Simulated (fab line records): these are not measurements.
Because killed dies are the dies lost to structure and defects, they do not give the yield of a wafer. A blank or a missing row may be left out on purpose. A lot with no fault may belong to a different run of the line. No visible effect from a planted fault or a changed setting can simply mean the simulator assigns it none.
Comparing a struck lot with a sound one	flow gf180mcu	44 steps out of a route of 602
Sound: these wafers, L313.2, L313.3, L313.6. Struck: wafers L322.3, L322.4, L322.5. At the end, the cause is stated.
Each step with rows lists, per side, the tool, then ch with its chambers, then its first start. Under that, the readings that differ: sound wafers	struck wafers	difference of the means	sigmas: that difference in standard deviations of wafers without a fault.
alike: same words and numbers on both sides, and readings whose means sit less than 2 such deviations apart. not compared: any withheld reading, any reading some wafer has no value for, any bound like >300 that may hide the same value, and any number with overlapping values for which the record gives no deviation.
The two part at a step that has a row with sigmas, a row that says differs or no value, or rows on one side only. Non-overlapping numbers with no deviation appear without sigmas and do not part them. A reading that every wafer of one side lacks parts them only if that side has two wafers or more.

first, 3 steps without rows for these wafers: GF_V4_STRIP_19 (strips in post etch residue remover, time 1200 s); GF_V4_CLEAN_20 (cleans in DIW); GF_V4_SPUTTER_21 (material Ti, target thk 15 nm, time 80.02 s).
GF_V4_SPUTTER_22: material TiN, target thk 10 nm, time 40 s.
  sound: pvd-sputter-03 at day 27 19:37; struck: pvd-sputter-02 at day 30 11:08
  alike: throttle-valve-pct
GF_V4_CVD_23: deposits W, target thk 350 nm, time 104.9 s.
  sound on cvd-w-02 ch 0,1, day 27 19:40; struck on cvd-w-02 ch 0,1, day 30 11:13
  alike: chamber-pressure-Torr, heater-power-w, susceptor-temp-C
GF_V4_RS_MEAS_24: the measuring method here is four-point-probe.
  sound: film-metro-02 at day 27 19:48; struck: film-metro-03 at day 30 11:20
  alike: V4_W_RS
GF_V4_THK_MEAS_25: measures by xrf.
  sound: film-metro-02 at day 27 19:55; struck: film-metro-03 at day 30 11:26
reading	sound	struck	difference	sigmas
V4_W_THK (nm)	373 374 370	360 362 361	-11	-3
then, 1 step without rows for these wafers: GF_V4_CMP_26 (polishes, stops on SiO2, t overpolish 15 s, target thk 0 nm).
GF_MIM_SPUTTER_00: material Ti, target thk 37.5 nm, time 150 s.
  sound: pvd-sputter-02 at day 27 20:16; struck: pvd-sputter-02 at day 30 11:47
  alike: substrate-temp-c, throttle-valve-pct
then, 3 steps without rows for these wafers: GF_MIM_SPUTTER_01 (material TiN, target thk 30 nm, time 25 s); GF_MIM_SPUTTER_02 (material AlCu, target thk 450 nm, time 23.9 s); GF_MIM_SPUTTER_03 (material Ti, target thk 10 nm, time 6.7 s).
GF_MIM_SPUTTER_04: material TiN, target thk 50 nm, time 41.7 s.
  sound: pvd-sputter-02 at day 27 20:26; struck: pvd-sputter-02 at day 30 11:58
reading	sound	struck	difference	sigmas
model.TiN_of_MIM_SPUTTER_04.thk-nm (nm)	50.3 50.05 50.93	85 85.09 84.97	+35	
  alike: throttle-valve-pct
GF_MIM_CVD_05: deposits Si3N4, target thk 42 nm, time 29.086 s.
  sound on pecvd-04 ch 0,1,2, day 27 20:29; struck on pecvd-04 ch 0,1, day 30 12:00
  alike: heater-power-w, susceptor-temp-C
GF_MIM_THK_MEAS_06:
  sound: film-metro-04 at day 27 20:31; struck: film-metro-04 at day 30 12:03
  alike: MIM_CVD_05_THK
then, 3 steps without rows for these wafers: GF_MIM_SPUTTER_07 (material TiN, target thk 60 nm, time 50 s); GF_MIM_SPUTTER_08 (material AlCu, target thk 200 nm, time 10.6 s); GF_MIM_SPUTTER_09 (material TiN, target thk 35 nm, time 29.2 s).
GF_MIM_RS_MEAS_10: the measuring method here is four-point-probe.
  sound: film-metro-03 at day 27 20:41; struck: film-metro-04 at day 30 12:14
reading	sound	struck	difference	sigmas
MIM_ALCU_RS (ohm/sq)	0.1595 0.1602 0.1604	0.1636 0.1647 0.1623	+0.0035	+3
GF_MIM_THK_MEAS_11: measures by xrf.
  sound: film-metro-03 at day 27 20:48; struck: film-metro-04 at day 30 12:20
  alike: MIM_ALCU_THK
then, 8 steps without rows for these wafers: GF_MIM_DEHYDRATE_12 (time 60 s); GF_MIM_HMDS_13 (prime time 60 s); GF_MIM_COAT_14 (resist thk 1000 nm); GF_MIM_SOFTBAKE_15 (time 60 s); GF_MIM_EXPOSE_16 (exposes mask FuseTop, target cd 2000 nm); GF_MIM_PEB_17; GF_MIM_DEVELOP_18 (develop time 60 s); GF_MIM_METAL_ETCH_19 (etches the open film in Cl2/BCl3, stops on Si3N4, target depth 324.5 nm, time 54.1 s).
GF_MIM_STRIP_20: strips in O2/N2.
  sound on plasma-asher-04 ch 1, day 28 16:01; struck on plasma-asher-03 ch 0,1, day 31 05:42
reading	sound	struck	difference	sigmas
heater-power-w (W)	383 378 386	282 360 280	-75	-2
  alike: drypump-motor-current-A, oes-product-au, strip-time-to-endpoint-s
  not compared: rf-hours-counter-h
then, 9 steps without rows for these wafers: GF_MIM_STRIP_21 (strips in post etch residue remover, time 1200 s); GF_MIM_CLEAN_22 (cleans in DIW); GF_M5_DEHYDRATE_00 (time 60 s); GF_M5_HMDS_01 (prime time 60 s); GF_M5_COAT_02 (resist thk 1000 nm); GF_M5_SOFTBAKE_03 (time 60 s); GF_M5_EXPOSE_04 (exposes mask Metal5, target cd 280 nm); GF_M5_PEB_05 (peb time 90 s); GF_M5_DEVELOP_06 (develop time 60 s).
GF_M5_CD_MEAS_07 targets a cd of 280 nm.
  sound: cd-sem-01 at day 29 11:47; struck: cd-sem-02 at day 31 23:10
  alike: cd-nm
GF_M5_OVL_MEAS_08:
  sound: overlay-02 at day 29 11:53; struck: overlay-02 at day 31 23:16
  alike: M5_OVL
then, 2 steps without rows for these wafers: GF_M5_ETCH_09 (etches Si3N4 in CF4/O2, target depth 52 nm, time 11.6 s); GF_M5_METAL_ETCH_10 (etches the open film in Cl2/BCl3, stops on SiO2, target depth 750.8 nm, time 125.1 s).
GF_V5_STRIP_19: strips in post etch residue remover, time 1200 s.
  sound on wet-bench-04 ch 3, day 30 08:26; struck on wet-bench-04 ch 2, day 32 17:22
reading	sound	struck	difference	sigmas
model.TiN_of_MIM_SPUTTER_04.thk-nm (nm)	49.89 49.63 50.52	84.58 84.67 84.55	+34.59	
GF_PASSIVATION_PROBE_99:
  rows exist in the record for the sound wafers here (prober-01, day 32 00:14), none for the struck ones

## WHERE THEY PART
At GF_V4_THK_MEAS_25 first; at GF_PASSIVATION_PROBE_99 last (within this record only).

WHY: what had been put in by the simulator
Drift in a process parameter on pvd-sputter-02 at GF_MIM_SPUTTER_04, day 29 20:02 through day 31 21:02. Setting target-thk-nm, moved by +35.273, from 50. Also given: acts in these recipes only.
